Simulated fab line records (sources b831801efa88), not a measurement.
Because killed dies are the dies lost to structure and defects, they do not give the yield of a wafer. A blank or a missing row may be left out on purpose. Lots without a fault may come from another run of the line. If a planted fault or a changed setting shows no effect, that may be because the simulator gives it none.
Chamber matching    flow sky130    4 sister chambers for SKY_VIA3_CMP_24 on cmp-02
The step polishes, stops on SiO2, t overpolish 20 s, target thk 0 nm. 14 wafers are shown with their chamber, then 7 later ones without.

## WAFERS PAIRED WITH THEIR CHAMBERS
wafer   chamber  motor-current-A (A)  time-to-endpoint-s (s)  retaining-ring-pressure-frac
L433.2  2        11.1                 96.9                    0.995
L433.3  0        11.1                 94.9                    1.006
L433.4  1        10.1                 94.6                    0.996
L434.2  1        9.8                  93.9                    0.988
L434.5  0        11.8                 93.6                    0.999
L434.6  3        9.2                  90.3                    1.003
L436.1  2        10.6                 99.9                    1.003
L436.2  1        10.1                 96.2                    0.998
L436.3  0        10.9                 95.9                    1.005
L437.2  2        11.7                 102.0                   0.988
L437.4  1        10.0                 100.1                   0.988
L437.5  1        10.0                 98.9                    0.999
L450.1  3        9.3                  94.5                    0.997
L450.5  3        9.0                  92.4                    1.001

SIGNATURES, as means of the wafers listed above
reading                       chamber 0  chamber 1  chamber 2  chamber 3  scatter within a chamber
motor-current-A               11.267     10.000     11.133     9.167      0.341
time-to-endpoint-s            94.800     96.740     99.600     92.400     2.31
retaining-ring-pressure-frac  1.00333    0.99380    0.99533    1.00033    0.00526
Rule: distance of a wafer from a chamber = root of the sum over the readings of ((wafer's reading minus chamber's mean) / reading's scatter) squared. If the next closest chamber is less than 2 further off than the closest, the wafer can't be placed; otherwise it belongs to the closest. The scatter: take each reading less its chamber's mean, square it, sum over the shown wafers, divide by the number of wafers less the number of chambers, and take the root.

## WAFERS WITHOUT THEIR CHAMBER
wafer   motor-current-A (A)  time-to-endpoint-s (s)  retaining-ring-pressure-frac
L450.6  11.3                 94.9                    1.011
L451.1  11.6                 89.8                    1.005
L451.2  10.1                 89.7                    0.991
L451.4  9.4                  91.8                    1.000
L452.1  10.2                 93.5                    1.010
L452.2  11.4                 90.7                    1.002
L452.3  9.6                  91.7                    1.002

## WHICH CHAMBER EACH WENT THROUGH
wafer    from the rows above                 in truth
L450.6   0                                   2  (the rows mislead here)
L451.1   0                                   0
L451.2   can't be placed: 1 or 3 or 0        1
L451.4   3                                   3
L452.1   can't be placed: 0 or 1 or 3 or 2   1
L452.2   0                                   0
L452.3   can't be placed: 3 or 1             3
Correctly placed: 3 of 7. Unplaceable from these rows: 3, with the true chamber sitting among the candidates in 3. 1 placed wrongly.
